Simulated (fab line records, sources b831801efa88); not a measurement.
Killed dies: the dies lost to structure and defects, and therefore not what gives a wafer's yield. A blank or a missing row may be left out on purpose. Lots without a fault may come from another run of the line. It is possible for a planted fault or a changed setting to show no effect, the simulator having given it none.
Chamber matching || flow gf180mcu || GF_V4_CMP_26 on cmp-01: 4 sister chambers
The step polishes, stops on SiO2, t overpolish 15 s, target thk 0 nm. 8 wafers are shown with their chamber, then 7 later ones without.

EACH WAFER AND ITS CHAMBER
{"wafer": "L870.2", "chamber": 1, "motor_current_A (A)": 11.3, "time_to_endpoint_s (s)": 84.7}
{"wafer": "L871.2", "chamber": 0, "motor_current_A (A)": 10.3, "time_to_endpoint_s (s)": 83.1}
{"wafer": "L871.3", "chamber": 3, "motor_current_A (A)": 8.2, "time_to_endpoint_s (s)": 84.4}
{"wafer": "L874.4", "chamber": 0, "motor_current_A (A)": 10.5, "time_to_endpoint_s (s)": 80.9}
{"wafer": "L874.5", "chamber": 2, "motor_current_A (A)": 8.9, "time_to_endpoint_s (s)": 85.1}
{"wafer": "L874.6", "chamber": 3, "motor_current_A (A)": 8.4, "time_to_endpoint_s (s)": 84.7}
{"wafer": "L878.1", "chamber": 2, "motor_current_A (A)": 8.7, "time_to_endpoint_s (s)": 87.3}
{"wafer": "L878.2", "chamber": 1, "motor_current_A (A)": 10.7, "time_to_endpoint_s (s)": 88.6}

WAFERS MISSING THEIR CHAMBER
{"wafer": "L878.5", "motor_current_A (A)": 10.5, "time_to_endpoint_s (s)": 84.5}
{"wafer": "L877.1", "motor_current_A (A)": 8.4, "time_to_endpoint_s (s)": 87.8}
{"wafer": "L877.3", "motor_current_A (A)": 8.6, "time_to_endpoint_s (s)": 86.4}
{"wafer": "L877.5", "motor_current_A (A)": 8.8, "time_to_endpoint_s (s)": 85.5}
{"wafer": "L879.1", "motor_current_A (A)": 10.6, "time_to_endpoint_s (s)": 87.8}
{"wafer": "L879.3", "motor_current_A (A)": 8.6, "time_to_endpoint_s (s)": 88.4}
{"wafer": "L879.6", "motor_current_A (A)": 8.0, "time_to_endpoint_s (s)": 85.7}

THE CHAMBER EACH PASSED THROUGH
{"wafer": "L878.5", "from the rows above": "can't be placed: 0 or 1", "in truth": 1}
{"wafer": "L877.1", "from the rows above": "can't be placed: 2 or 3", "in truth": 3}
{"wafer": "L877.3", "from the rows above": "can't be placed: 2 or 3", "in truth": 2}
{"wafer": "L877.5", "from the rows above": "can't be placed: 2 or 3", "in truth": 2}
{"wafer": "L879.1", "from the rows above": "can't be placed: 1 or 0", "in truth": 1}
{"wafer": "L879.3", "from the rows above": "can't be placed: 2 or 3", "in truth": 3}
{"wafer": "L879.6", "from the rows above": "can't be placed: 3 or 2", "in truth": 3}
Correctly placed: 0 of 7. Can't be placed from these rows: 7 (the true chamber is among the candidates in 7). Number placed wrongly: 0.
How it was worked out, from the rows above alone: a wafer's distance from a chamber is the root of the sum, over the readings, of the square of ((its reading less the chamber's mean) divided by the reading's scatter). If the next closest chamber is less than 2 further off than the closest, the wafer can't be placed; otherwise it belongs to the closest. A chamber's mean is the mean of its shown wafers. The scatter: the root of (the sum of the squares of (reading less its chamber's mean) over the shown wafers, divided by (wafers less chambers)).
